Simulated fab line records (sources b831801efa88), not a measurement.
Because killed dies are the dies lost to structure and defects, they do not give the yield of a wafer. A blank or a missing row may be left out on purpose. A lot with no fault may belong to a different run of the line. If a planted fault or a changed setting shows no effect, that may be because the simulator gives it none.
A struck lot beside a sound one || flow sky130 || 44 steps out of a route of 708
Sound: these wafers, L457.1, L457.3, L457.4. Struck: wafer L469.2. At the end, the cause is stated.
Per side, at each step with rows, come the tool, then ch with its chambers, and then its first start. Under that, the readings that differ: sound wafers || struck wafers || difference of the means || sigmas: that difference in standard deviations of wafers without a fault.
alike: words and numbers the same on both sides, and readings whose means are apart by under 2 such deviations; not compared: readings that were withheld, readings missing a value for some wafer, numbers with overlapping values and no deviation given by the record, and bounds like >300 which may hide the same value.
The two part at a step that has a row with sigmas, a row that says differs or no value, or rows on one side only. When numbers do not overlap yet have no deviation, they are printed without sigmas and do not part them. Lack of a reading on every wafer of one side parts them only where that side has two or more wafers.

first, 1 step without rows for these wafers: SKY_VIA2_SPUTTER_20 (material TiN, target thk 20 nm, time 80 s).
SKY_VIA2_CVD_21: deposits W, target thk 420 nm, time 126.4 s.
  sound on cvdW-01 ch 0,1, day 40 00:54; struck on cvdW-02 ch 0, day 43 03:56
  alike: heaterPowerW
SKY_VIA2_RS_MEAS_22: measures by four-point-probe.
  sound: filmMetro-03 at day 40 01:02; struck: filmMetro-04 at day 43 04:05
{"reading": "VIA2_W_RS (ohm/sq)", "sound": "0.2692 0.2687 0.2684", "struck": 0.2768, "difference": "+0.0080", "sigmas": "+3"}
SKY_VIA2_THK_MEAS_23: measures by xrf.
  sound: filmMetro-03 at day 40 01:09; struck: filmMetro-04 at day 43 04:12
  alike: VIA2_W_THK
SKY_VIA2_CMP_24: polishes, stops on SiO2, t overpolish 20 s, target thk 0 nm.
  sound on cmp-01 ch 1,2,3, day 40 01:16; struck on cmp-02 ch 2, day 43 04:21
  alike: edgeZonePressureFrac, motorCurrentA, overpolishRunS, timeToEndpointS
then, 3 steps without rows for these wafers: SKY_METAL3_SPUTTER_00 (material Ti, target thk 15 nm, time 10 s); SKY_METAL3_SPUTTER_01 (material TiN, target thk 20 nm, time 16.7 s); SKY_METAL3_SPUTTER_02 (material AlCu, target thk 735 nm, time 39.1 s).
SKY_METAL3_SPUTTER_03: material Ti, target thk 5 nm, time 3.3 s.
  sound: pvdSputter-01 at day 40 01:36; struck: pvdSputter-02 at day 43 04:38
  alike: throttleValvePct
then, 2 steps without rows for these wafers: SKY_METAL3_SPUTTER_04 (material TiN, target thk 70 nm, time 58.3 s); SKY_CAPM_CVD_00 (deposits SiO2, target thk 15.5 nm).
SKY_CAPM_THK_MEAS_01:
  sound: filmMetro-02 at day 40 01:41; struck: filmMetro-01 at day 43 04:45
  alike: CAPM_CVD_00_THK
SKY_CAPM_SPUTTER_02: material TiN, target thk 200 nm, time 166.7 s.
  sound: pvdSputter-04 at day 40 01:45; struck: pvdSputter-04 at day 43 04:48
{"reading": "model.TiN_of_CAPM_SPUTTER_02.thkNm (nm)", "sound": "199 197.4 198.8", "struck": 308.7, "difference": "+110.3", "sigmas": ""}
  alike: throttleValvePct
SKY_CAPM_RS_MEAS_03: measures by four-point-probe.
  sound: filmMetro-02 at day 40 01:52; struck: filmMetro-03 at day 43 04:56
{"reading": "CAPM_TIN_RS (ohm/sq)", "sound": "6.94 7.01 6.95", "struck": 4.45, "difference": -2.52, "sigmas": -23}
SKY_CAPM_THK_MEAS_04: measures by xrf.
  sound: filmMetro-02 at day 40 01:59; struck: filmMetro-03 at day 43 05:02
{"reading": "CAPM_TIN_THK (nm)", "sound": "201 200 200", "struck": 311, "difference": "+111", "sigmas": "+35"}
then, 7 steps without rows for these wafers: SKY_CAPM_DEHYDRATE_05 (time 60 s); SKY_CAPM_HMDS_06 (prime time 60 s); SKY_CAPM_COAT_07 (resist thk 1140 nm); SKY_CAPM_SOFTBAKE_08 (time 60 s); SKY_CAPM_EXPOSE_09 (exposes mask CAPM, target cd 1000 nm); SKY_CAPM_PEB_10; SKY_CAPM_DEVELOP_11 (develop time 60 s).
SKY_CAPM_OVL_MEAS_12:
  sound: overlay-02 at day 41 02:44; struck: overlay-01 at day 44 04:16
  alike: CAPM_OVL
SKY_CAPM_METAL_ETCH_13: etches TiN in Cl2/BCl3, stops on SiO2, target depth 220 nm, time 62.9 s.
  sound on rieMetal-04 ch 0,1, day 41 02:46; struck on rieMetal-03 ch 1, day 44 04:18
{"reading": "oesProductAu (a.u.)", "sound": "0.940 0.937 0.927", "struck": 0.999, "difference": "+0.064", "sigmas": "+7"}
{"reading": "throttleValvePct (%)", "sound": "21.903 21.914 21.909", "struck": 21.869, "difference": -0.040, "sigmas": -4}
  alike: bcl3FlowSccm, drypumpMotorCurrentA
  not compared: rfHoursCounterH
then, 12 steps without rows for these wafers: SKY_CAPM_STRIP_14 (strips in O2/N2); SKY_CAPM_STRIP_15 (strips in post etch residue remover, time 1200 s); SKY_CAPM_CLEAN_16 (cleans in IPA, time 180 s); SKY_CAPM_CLEAN_17 (cleans in O3/DIW); SKY_METAL3_DEHYDRATE_05 (time 60 s); SKY_METAL3_HMDS_06 (prime time 60 s); SKY_METAL3_COAT_07 (resist thk 60 nm); SKY_METAL3_COAT_08 (resist thk 1140 nm); SKY_METAL3_SOFTBAKE_09 (time 90 s); SKY_METAL3_EXPOSE_10 (exposes mask MM3, target cd 300 nm); SKY_METAL3_PEB_11; SKY_METAL3_DEVELOP_12 (develop time 60 s).
SKY_METAL3_CD_MEAS_13 targets a cd of 300 nm.
  sound: cdSem-01 at day 42 03:47; struck: cdSem-02 at day 45 03:47
  alike: cdNm
SKY_METAL3_OVL_MEAS_14:
  sound: overlay-02 at day 42 03:54; struck: overlay-01 at day 45 03:54
  alike: METAL3_OVL
then, 1 step without rows for these wafers: SKY_METAL3_DESCUM_15 (chemistry O2, time 8 s).
SKY_METAL3_ETCH_16: etches BARC in N2/H2, stops on SiO2, time 88.2 s, target depth 60 nm.
  sound on rieMetal-01 ch 0,1, day 42 03:58; struck on rieMetal-02 ch 1, day 45 03:58
  alike: drypumpMotorCurrentA, oesProductAu, throttleValvePct
  not compared: rfHoursCounterH
SKY_METAL3_ETCH_17: etches SiO2 in C4F8/O2/Ar, stops on TiN, time 3.9 s, target depth 15 nm.
  sound on rieDiel-04 ch 0,1,3, day 42 04:04; struck on rieDiel-04 ch 0, day 45 04:04
{"reading": "rfHoursCounterH (h)", "sound": "2 15 16", "struck": 18, "difference": "+7", "sigmas": ""}
  alike: oesProductAu
then, 1 step without rows for these wafers: SKY_METAL3_METAL_ETCH_18 (etches the open film in Cl2/BCl3, stops on SiO2, target depth 845 nm, time 183.1 s).
SKY_METAL3_STRIP_20: strips in post etch residue remover, time 1200 s.
  sound on wetBench-02 ch 2, day 42 04:22; struck on wetBench-02 ch 1, day 45 04:22
{"reading": "model.TiN_of_CAPM_SPUTTER_02.thkNm (nm)", "sound": "198.2 196.6 198", "struck": 307.9, "difference": "+110.3", "sigmas": ""}
  alike: bathHeatDutyPct
-- the record jumps here: 6 days lie between the struck wafers' starts before and after (it left off in module METAL3 and takes up again in module PAD_OPEN, whose first step shown is number 708 of the route) --
SKY_PAD_OPEN_PROBE_99:
  sound: prober-01 at day 49 00:02; struck: prober-02 at day 51 06:35
{"reading": "model.etest.met3.lineOhmUm", "sound": "0.1454 0.1361 0.1425", "struck": 45.79, "difference": "+45.65", "sigmas": ""}
{"reading": "model.etest.via3Chain.rcOhm", "sound": "10.2 10.04 9.189", "struck": 44.99, "difference": "+35.18", "sigmas": ""}
{"reading": "model.etest.met3.rsOhmSq", "sound": "0.04272 0.04247 0.04252", "struck": 13.58, "difference": "+13.54", "sigmas": ""}
{"reading": "model.etest.capMim.plateOhmSq", "sound": "5.944 6.019 6.04", "struck": 3.901, "difference": -2.100, "sigmas": ""}
{"reading": "model.etest.liComb.underFloor", "sound": "0 0 0", "struck": 1, "difference": "+1", "sigmas": ""}
{"reading": "model.etest.resIsoPwell.open", "sound": "0 0 0", "struck": 1, "difference": "+1", "sigmas": ""}
{"reading": "model.etest.pfet_16v.open", "sound": "0 0 0", "struck": 1, "difference": "+1", "sigmas": ""}
{"reading": "model.etest.resPwellUnderGate.open", "sound": "0 0 0", "struck": 1, "difference": "+1", "sigmas": ""}
  alike: killed_at_M0_to_M3, killed_at_M4_up, killedAtContacts, killedAtFrontEnd, killedAtOther, killedDies, killedOpen, killedShort

WHERE THEY PART
Last at SKY_CAPM_METAL_ETCH_13 as far as this record goes, first at SKY_VIA2_RS_MEAS_22. Later steps at which nothing parts them and some readings are alike: SKY_METAL3_CD_MEAS_13, SKY_METAL3_OVL_MEAS_14, SKY_METAL3_ETCH_16, SKY_METAL3_ETCH_17, SKY_METAL3_STRIP_20, SKY_PAD_OPEN_PROBE_99.

WHY: what the simulator had put in
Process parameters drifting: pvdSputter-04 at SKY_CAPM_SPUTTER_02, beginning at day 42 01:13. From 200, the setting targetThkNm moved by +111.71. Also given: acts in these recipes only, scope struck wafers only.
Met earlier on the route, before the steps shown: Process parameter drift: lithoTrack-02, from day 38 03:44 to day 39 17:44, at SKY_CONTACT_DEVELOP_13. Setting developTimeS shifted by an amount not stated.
